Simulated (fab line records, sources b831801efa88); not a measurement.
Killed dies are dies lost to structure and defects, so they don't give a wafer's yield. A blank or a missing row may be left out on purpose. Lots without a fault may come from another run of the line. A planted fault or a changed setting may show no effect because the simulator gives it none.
Which tool did it? | flow sky130 | 7 lots, 21 wafers sampled, at 3 steps of a route of 708

WHAT THE GAUGES READ, wafer by wafer
SKY_CAP2M_THK_MEAS_01.
lot  | measured     | on            | CAP2M_CVD_00_THK (nm)
L956 | day 39 20:14 | film_metro-02 | 15.66 15.97 16.01
L959 | day 40 17:53 | film_metro-04 | 15.57 15.39 15.55
L962 | day 42 01:05 | film_metro-03 | 15.67 15.24 16.04
L964 | day 43 01:07 | film_metro-04 | 15.30 15.18 15.53
L968 | day 43 12:34 | film_metro-04 | 15.52 15.45 15.40
L969 | day 43 18:56 | film_metro-02 | 15.64 15.05 15.67

WHICH TOOL RAN EACH LOT (tool, then ch and the chambers of the sampled wafers, then the start)
lot  | SKY_VIA3_SPUTTER_20          | SKY_VIA3_CVD_21
L956 | pvd_sputter-02, day 39 19:23 | cvd_w-02 ch 1, day 39 19:27
L959 | pvd_sputter-02, day 40 17:01 | cvd_w-01 ch 0,1, day 40 17:07
L962 | pvd_sputter-02, day 42 00:14 | cvd_w-01 ch 0,1, day 42 00:17
L964 | pvd_sputter-01, day 43 00:16 | cvd_w-02 ch 0,1, day 43 00:19
L968 | pvd_sputter-03, day 43 11:41 | cvd_w-02 ch 0,1, day 43 11:47
L969 | pvd_sputter-02, day 43 18:05 | cvd_w-02 ch 0,1, day 43 18:08
L978 | pvd_sputter-03, day 46 04:08 | cvd_w-02 ch 0,1, day 46 04:12
- SKY_VIA3_SPUTTER_20: material TiN, target thk 20 nm, time 80 s.
- SKY_VIA3_CVD_21: deposits W, target thk 390 nm, time 117.31 s.

THE ANSWER, worked out from the rows above alone
Rule: what is usual is taken from the lots themselves. Put in order of their means at a reading, lots are off if they are a third of the lots or fewer, leave a main group of 4 or more, and stand apart from it by a gap of 3 or more times the standard deviation of the main group's means; of several such gaps the widest counts. A main group whose means are all the same, to the digits that the tables above print for the reading, isn't used. A lot without any number at a reading at which 4 lots or more have one is off too. The other lots that the step has rows for count as sound.
No lot is off at any reading shown: from this, nothing can be told.

WHAT THE SIMULATOR HAD PUT IN
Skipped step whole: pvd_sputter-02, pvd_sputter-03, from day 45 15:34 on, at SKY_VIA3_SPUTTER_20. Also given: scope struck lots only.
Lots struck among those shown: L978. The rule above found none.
